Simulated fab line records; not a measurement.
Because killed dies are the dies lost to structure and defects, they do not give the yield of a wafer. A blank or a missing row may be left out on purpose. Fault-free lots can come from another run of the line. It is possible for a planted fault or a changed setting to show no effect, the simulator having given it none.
Struck lot and sound lot, side by side ; flow gf180mcu ; 15 steps out of a route of 602
Sound: the wafers L701.2, L701.5, L701.6. Struck: wafer L711.6 (left out: L711.4, a lot-mate that was not struck); the cause follows at the end.
Per side, at each step with rows, come the tool, then ch with its chambers, and then its first start. Under that, the readings that differ: sound wafers ; struck wafers ; difference of the means ; sigmas: that difference in standard deviations of wafers without a fault.
alike: readings with means less than 2 such deviations apart, plus words and numbers identical on both sides. not compared: withheld readings, readings lacking a value on some wafer, bounds such as >300 that could conceal the same value, and numbers that have no deviation in the record and whose values overlap.
A row with sigmas, a row that says differs or no value, or rows on one side alone: a step with any of these is where the two part. When numbers do not overlap yet have no deviation, they are printed without sigmas and do not part them. A reading missing from all wafers of one side parts the sides only when that side holds two or more wafers.

GF_CONTACT_ETCH_16: etches BARC in N2/H2.
  sound on rieDiel-03 ch 0,2, day 19 01:39; struck on rieDiel-03 ch 1, day 22 14:52
  alike: drypumpMotorCurrentA, oesProductAu, rfFwdPowerW, throttleValvePct
then, 1 step without rows for these wafers: GF_CONTACT_ETCH_17 (etches SiO2 in C4F8/O2/Ar, stops on CoSi2, target depth 860 nm).
GF_CONTACT_STRIP_18: strips in O2/N2.
  sound on plasmaAsher-03 ch 0,1, day 19 01:49; struck on plasmaAsher-03 ch 1, day 22 15:04
  alike: drypumpMotorCurrentA, heaterPowerW, o2FlowSccm, oesProductAu
  not compared: rfHoursCounterH
then, 3 steps without rows for these wafers: GF_CONTACT_CLEAN_19 (cleans in SPM); GF_CONTACT_CLEAN_20 (cleans in DIW); GF_CONTACT_CLEAN_21 (cleans in dHF, time 20 s).
GF_CONTACT_SPUTTER_22: material Ti, target thk 15 nm, time 80.02 s.
  sound on pvdSputter-01, day 19 02:07; struck on pvdSputter-01, day 22 15:20
  alike: throttleValvePct
GF_CONTACT_SPUTTER_23: material TiN, target thk 10 nm, time 40 s.
  sound on pvdSputter-01, day 19 02:11; struck on pvdSputter-01, day 22 15:24
  alike: throttleValvePct
then, 1 step without rows for these wafers: GF_CONTACT_CVD_24 (deposits W, target thk 300 nm, time 90.339 s).
GF_CONTACT_RS_MEAS_25: uses a four-point probe to measure.
  sound on filmMetro-03, day 19 02:20; struck on filmMetro-04, day 22 15:36
  alike: CONTACT_W_RS
GF_CONTACT_THK_MEAS_26: measures by xrf.
  sound on filmMetro-03, day 19 02:27; struck on filmMetro-04, day 22 15:41
  alike: CONTACT_W_THK
GF_CONTACT_CMP_27: polishes, stops on SiO2, t overpolish 15 s, target thk 0 nm.
  sound on cmp-02 ch 0,1, day 19 02:30; struck on cmp-02 ch 0, day 22 15:52
  alike: motorCurrentA, overpolishRunS, timeToEndpointS
GF_M1_SPUTTER_00: material Ti, target thk 37.5 nm, time 150 s.
  sound on pvdSputter-02, day 19 02:48; struck on pvdSputter-03, day 22 16:04
reading;sound;struck;difference;sigmas
model.Ti_of_M1_SPUTTER_00.thkNm (nm);37.21 37.17 37.14;23;-14;
  alike: throttleValvePct
then, 1 step without rows for these wafers: GF_M1_SPUTTER_01 (material TiN, target thk 30 nm, time 25 s).
GF_PASSIVATION_PROBE_99:
  rows exist in the record for the sound wafers here (prober-01, day 31 07:50), none for the struck ones

## WHERE THEY PART
GF_PASSIVATION_PROBE_99 only, going by this record.

WHY: what had been put in by the simulator
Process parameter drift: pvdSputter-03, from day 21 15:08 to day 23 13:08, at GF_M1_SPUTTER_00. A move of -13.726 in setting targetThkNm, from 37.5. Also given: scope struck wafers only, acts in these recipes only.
